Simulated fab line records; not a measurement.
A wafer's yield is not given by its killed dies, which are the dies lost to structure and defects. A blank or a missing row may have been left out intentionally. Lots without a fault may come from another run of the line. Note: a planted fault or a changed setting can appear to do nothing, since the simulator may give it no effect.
fab line records -- flow sfq_line
[record] lots = 15, wafers = 45, last_day = 78
route steps=325 shown M0@29
lots that met no fault: taken from a fault-free run of the same line
start_h: hours from the record's opening day to when the first of the lot's shown wafers began -- wait_h: hours elapsed since this lot's preceding step -- " the same as in the row above -- L1.1+2: a single row standing in for several wafers -- - no value, or no start was given -- * or withheld: withheld -- < > ~ a bound
route shown NAME@n: names a module that has steps shown in the file, with the first one's number in the route -- usual: mean and standard deviation over wafers with no fault -- same: alike in all rows -- chamber/n: place in a boat -- sites: each site's reading -- _std_site: standard deviation of those values -- _edge_site: mean of outer sites minus mean of inner sites -- radius_mm: for every site, how far away it sits from the centre of the wafer -- mask NAME#n: copy n -- behind: the tool/chamber that last shaped the wafer -- hold: why the lot went on hold/how many hours it stayed there/how the hold came to an end -- device: the n, p or np transistor that did not switch -- end of line: the same wafers' tests at the end of the route -- for a step that has no rows: nothing shown but its recipe -- killed: dies that structure and defects cost at the first sort, which is not the same as the wafer's yield -- map: per-die view of a wafer (x killed, . not killed, _ where there is no die)
set.NAME: setting as actually run; set.NAME@STEP: the setting as run at that earlier step -- model.NAME: the simulator's own value behind a step, which no gauge read
the route's steps for a sample of lots (tables are steps, rows are wafers)
services: the hour from which a tool's chamber was out of use, counted from the record's first day as start_h (under 0 if before that day), plus the number of hours and why
[[steps]]
[step SFQ_TRILAYER_M0_DEP_SPUTTER_019]
[recipe] material = Nb, base_pressure_pa = 1.33e-06, chamber_pressure_pa = 0.1333, substrate_temp_c = 20, resputter_cathode_voltage_v = 400, target_thk_nm = 200, power_w = 2000, time_s = 133.3
[usual] throttle_valve_pct = 29.7/0.54
lot.wafer,tool,chamber,start_h,wait_h,throttle_valve_pct
L942.2,pvd_sputter-05,-,117.38,0.0,29.4
L942.3,pvd_sputter-05,-,117.38,0.0,30.1
L942.6,pvd_sputter-05,-,117.38,0.0,29.8
L943.2,pvd_sputter-06,-,126.20,0.0,28.3
L943.3,pvd_sputter-06,-,126.20,0.0,29.9
L943.6,pvd_sputter-06,-,126.20,0.0,29.9
L944.1,pvd_sputter-05,-,127.42,0.0,29.5
L944.2,pvd_sputter-05,-,127.42,0.0,29.5
L944.3,pvd_sputter-05,-,127.42,0.0,30.0
L945.3,pvd_sputter-05,-,131.00,0.0,29.5
L945.5,pvd_sputter-05,-,131.00,0.0,29.6
L945.6,pvd_sputter-05,-,131.00,0.0,29.3
L946.1,pvd_sputter-05,-,139.40,0.0,29.7
L946.3,pvd_sputter-05,-,139.40,0.0,29.7
L946.6,pvd_sputter-05,-,139.40,0.0,30.1
L947.1,pvd_sputter-06,-,144.30,0.0,29.5
L947.4,pvd_sputter-06,-,144.30,0.0,29.7
L947.5,pvd_sputter-06,-,144.30,0.0,29.6
L949.2,pvd_sputter-04,-,155.72,0.0,30.0
L949.3,pvd_sputter-04,-,155.72,0.0,29.8
L949.4,pvd_sputter-04,-,155.72,0.0,28.5
L951.3,pvd_sputter-05,-,169.72,0.0,30.4
L951.4,pvd_sputter-05,-,169.72,0.0,29.8
L951.6,pvd_sputter-05,-,169.72,0.0,30.3
L952.1,pvd_sputter-04,-,173.10,0.0,29.9
L952.3,pvd_sputter-04,-,173.10,0.0,30.2
L952.5,pvd_sputter-04,-,173.10,0.0,28.8
L953.2,pvd_sputter-04,-,179.19,0.0,30.3
L953.3,pvd_sputter-04,-,179.19,0.0,30.4
L953.6,pvd_sputter-04,-,179.19,0.0,30.2
L954.2,pvd_sputter-05,-,186.20,0.0,29.4
L954.4,pvd_sputter-05,-,186.20,0.0,29.7
L954.6,pvd_sputter-05,-,186.20,0.0,30.0
L955.1,pvd_sputter-05,-,188.60,0.0,29.8
L955.3,pvd_sputter-05,-,188.60,0.0,30.5
L955.4,pvd_sputter-05,-,188.60,0.0,29.3
L958.1,pvd_sputter-05,-,211.40,0.0,29.6
L958.3,pvd_sputter-05,-,211.40,0.0,29.7
L958.4,pvd_sputter-05,-,211.40,0.0,30.2
L961.1,pvd_sputter-05,-,228.00,0.0,30.2
L961.3,pvd_sputter-05,-,228.00,0.0,29.5
L961.4,pvd_sputter-05,-,228.00,0.0,29.7
L964.3,pvd_sputter-05,-,241.20,0.0,30.3
L964.4,pvd_sputter-05,-,241.20,0.0,29.5
L964.6,pvd_sputter-05,-,241.20,0.0,29.6
[step SFQ_M0_RS_MEAS_904]
[recipe] thk_meas_gauge = four-point-probe, reads = Nb_of_TRILAYER_M0_DEP_SPUTTER_019
[usual] M0_NB_RS = 0.884/0.012
lot.wafer,tool,chamber,start_h,wait_h,M0_NB_RS[ohm/sq]
L942.2,film_metro-02,-,117.49,0.1,0.876
L942.3,film_metro-02,-,117.49,0.1,0.870
L942.6,film_metro-02,-,117.49,0.1,0.863
L943.2,film_metro-03,-,126.31,0.1,0.890
L943.3,film_metro-03,-,126.31,0.1,0.897
L943.6,film_metro-03,-,126.31,0.1,0.901
L944.1,film_metro-02,-,127.51,0.0,0.896
L944.2,film_metro-02,-,127.51,0.0,0.876
L944.3,film_metro-02,-,127.51,0.0,0.893
L945.3,film_metro-03,-,131.13,0.1,0.878
L945.5,film_metro-03,-,131.13,0.1,0.876
L945.6,film_metro-03,-,131.13,0.1,0.883
L946.1,film_metro-02,-,139.49,0.0,0.875
L946.3,film_metro-02,-,139.49,0.0,0.872
L946.6,film_metro-02,-,139.49,0.0,0.877
L947.1,film_metro-03,-,144.39,0.0,0.905
L947.4,film_metro-03,-,144.39,0.0,0.888
L947.5,film_metro-03,-,144.39,0.0,0.886
L949.2,film_metro-02,-,155.83,0.1,0.877
L949.3,film_metro-02,-,155.83,0.1,0.873
L949.4,film_metro-02,-,155.83,0.1,0.889
L951.3,film_metro-03,-,169.85,0.1,0.889
L951.4,film_metro-03,-,169.85,0.1,0.883
L951.6,film_metro-03,-,169.85,0.1,0.892
L952.1,film_metro-01,-,173.19,0.0,0.873
L952.3,film_metro-01,-,173.19,0.0,0.879
L952.5,film_metro-01,-,173.19,0.0,0.901
L953.2,film_metro-01,-,179.30,0.1,0.877
L953.3,film_metro-01,-,179.30,0.1,0.877
L953.6,film_metro-01,-,179.30,0.1,0.879
L954.2,film_metro-02,-,186.31,0.1,0.891
L954.4,film_metro-02,-,186.31,0.1,0.874
L954.6,film_metro-02,-,186.31,0.1,0.872
L955.1,film_metro-03,-,188.69,0.0,0.864
L955.3,film_metro-03,-,188.69,0.0,0.883
L955.4,film_metro-03,-,188.69,0.0,0.871
L958.1,film_metro-02,-,211.49,0.0,0.886
L958.3,film_metro-02,-,211.49,0.0,0.619
L958.4,film_metro-02,-,211.49,0.0,0.621
L961.1,film_metro-03,-,228.10,0.1,0.900
L961.3,film_metro-03,-,228.10,0.1,0.619
L961.4,film_metro-03,-,228.10,0.1,0.615
L964.3,film_metro-01,-,241.33,0.1,0.617
L964.4,film_metro-01,-,241.33,0.1,0.614
L964.6,film_metro-01,-,241.33,0.1,0.882
[step SFQ_TRILAYER_M0_ETCH_METAL_ETCH_024]
[recipe] target = Nb, stop_on = SiO2, mask_material = PR, chemistry = Cl2/Ar, target_depth_nm = 240, icp_w = 600, bias_w = 80, pressure_mtorr = 10, time_s = 120
[usual] drypump_motor_current_A = 5.93/0.28, oes_product_au = 0.898/0.0084
lot.wafer,tool,chamber,start_h,wait_h,drypump_motor_current_A,oes_product_au,rf_hours_counter_h
L942.2,rie_metal-04,1,179.48,0.0,6.07,0.901,54
L942.3,rie_metal-04,0,179.48,0.0,5.83,0.900,-
L942.6,rie_metal-04,0,179.48,0.0,5.84,0.913,-
L943.2,rie_metal-01,0,192.57,0.0,6.22,0.892,24
L943.3,rie_metal-01,1,192.57,0.0,6.33,0.892,-
L943.6,rie_metal-01,1,192.57,0.0,6.35,0.890,-
L944.1,rie_metal-02,0,194.97,0.0,5.56,0.880,112
L944.2,rie_metal-02,1,194.97,0.0,5.81,0.908,20
L944.3,rie_metal-02,1,194.97,0.0,5.77,0.892,-
L945.3,rie_metal-02,0,202.21,0.1,5.55,0.897,-
L945.5,rie_metal-02,0,202.21,0.1,5.58,0.904,-
L945.6,rie_metal-02,1,202.21,0.1,5.74,0.891,-
L946.1,rie_metal-02,0,211.77,0.0,5.56,0.906,116
L946.3,rie_metal-02,0,211.77,0.0,5.53,0.907,-
L946.6,rie_metal-02,0,211.77,0.0,5.53,0.906,-
L947.1,rie_metal-01,0,216.37,0.0,6.15,0.884,29
L947.4,rie_metal-01,0,216.37,0.0,6.16,0.900,-
L947.5,rie_metal-01,0,216.37,0.0,6.19,0.908,-
L949.2,rie_metal-01,1,228.37,0.0,6.34,0.903,11
L949.3,rie_metal-01,1,228.37,0.0,6.28,0.909,-
L949.4,rie_metal-01,0,228.37,0.0,6.24,0.891,-
L951.3,rie_metal-01,1,242.81,0.1,6.27,0.902,-
L951.4,rie_metal-01,0,242.81,0.1,6.21,0.898,-
L951.6,rie_metal-01,1,242.81,0.1,6.34,0.895,-
L952.1,rie_metal-02,0,248.77,0.0,5.57,0.904,123
L952.3,rie_metal-02,1,248.77,0.0,5.76,0.898,-
L952.5,rie_metal-02,1,248.77,0.0,5.80,0.880,-
L953.2,rie_metal-02,1,254.77,0.0,5.79,0.895,31
L953.3,rie_metal-02,1,254.77,0.0,5.81,0.909,-
L953.6,rie_metal-02,0,254.77,0.0,5.58,0.895,-
L954.2,rie_metal-01,0,259.57,0.0,6.23,0.893,37
L954.4,rie_metal-01,0,259.57,0.0,6.20,0.896,-
L954.6,rie_metal-01,1,259.57,0.0,6.32,0.907,-
L955.1,rie_metal-04,1,264.37,0.0,6.08,0.912,65
L955.3,rie_metal-04,1,264.37,0.0,6.08,0.893,-
L955.4,rie_metal-04,0,264.37,0.0,5.84,0.903,-
L958.1,rie_metal-04,0,287.92,0.0,5.85,0.896,35
L958.3,rie_metal-04,0,287.92,0.0,5.85,0.989,-
L958.4,rie_metal-04,1,287.92,0.0,6.09,0.995,-
L961.1,rie_metal-04,1,305.92,0.0,6.09,0.888,73
L961.3,rie_metal-04,0,305.92,0.0,5.80,0.985,-
L961.4,rie_metal-04,1,305.92,0.0,6.08,0.988,-
L964.3,rie_metal-02,0,321.66,0.1,5.58,1.015,-
L964.4,rie_metal-02,1,321.66,0.1,5.75,1.009,-
L964.6,rie_metal-02,0,321.66,0.1,5.61,0.895,-
[[services]]
tool,chamber,start_h,hours,kind
pvd_sputter-05,-,104.97,1.6,repair
rie_metal-02,-,117.35,0.7,repair
rie_metal-01,1,153.55,-,clean
rie_metal-01,1,153.55,18.4,scheduled_down
rie_metal-01,1,153.55,18.4,vent_cycle
pvd_sputter-06,-,163.95,7.1,repair
pvd_sputter-04,-,179.91,0.5,repair
rie_metal-04,-,183.36,0.2,repair
pvd_sputter-04,1,183.99,-,consumable_replace:kit
pvd_sputter-04,1,183.99,18.0,scheduled_down
pvd_sputter-04,1,183.99,18.0,vent_cycle
pvd_sputter-04,-,208.58,2.9,repair
pvd_sputter-05,-,213.91,6.9,repair
rie_metal-04,-,225.93,14.6,pm
rie_metal-04,-,250.74,4.3,pm
pvd_sputter-04,-,255.45,4.5,repair
rie_metal-04,-,257.96,6.2,repair
pvd_sputter-05,-,272.49,0.5,repair
pvd_sputter-06,-,280.26,1.1,repair
rie_metal-04,-,311.05,6.7,repair
[[key]]
[first_sign] step = SFQ_M0_RS_MEAS_904, reading = M0_NB_RS, direction = down, sigmas = 22, usual = 0.884, struck = 0.618
[effect] step = SFQ_TRILAYER_M0_ETCH_METAL_ETCH_024, reading = oes_product_au, direction = up, sigmas = 12, usual = 0.898, struck = 0.997
met_at SFQ_TRILAYER_M0_DEP_SPUTTER_019
struck_lots L958,L961,L964
struck_wafers L958.3,L958.4,L961.3,L961.4,L964.3,L964.4
onset_between 188.60 211.40
[fault] kind = process_parameter_drift, tool = pvd_sputter-05, chamber = -, onset_h = 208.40, steps = SFQ_TRILAYER_M0_DEP_SPUTTER_019, channel = target_thk_nm, offset = 87.769, shape = step, end_h = 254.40, scope = struck_wafers_only, acts_in = these_recipes_only, stated = 200
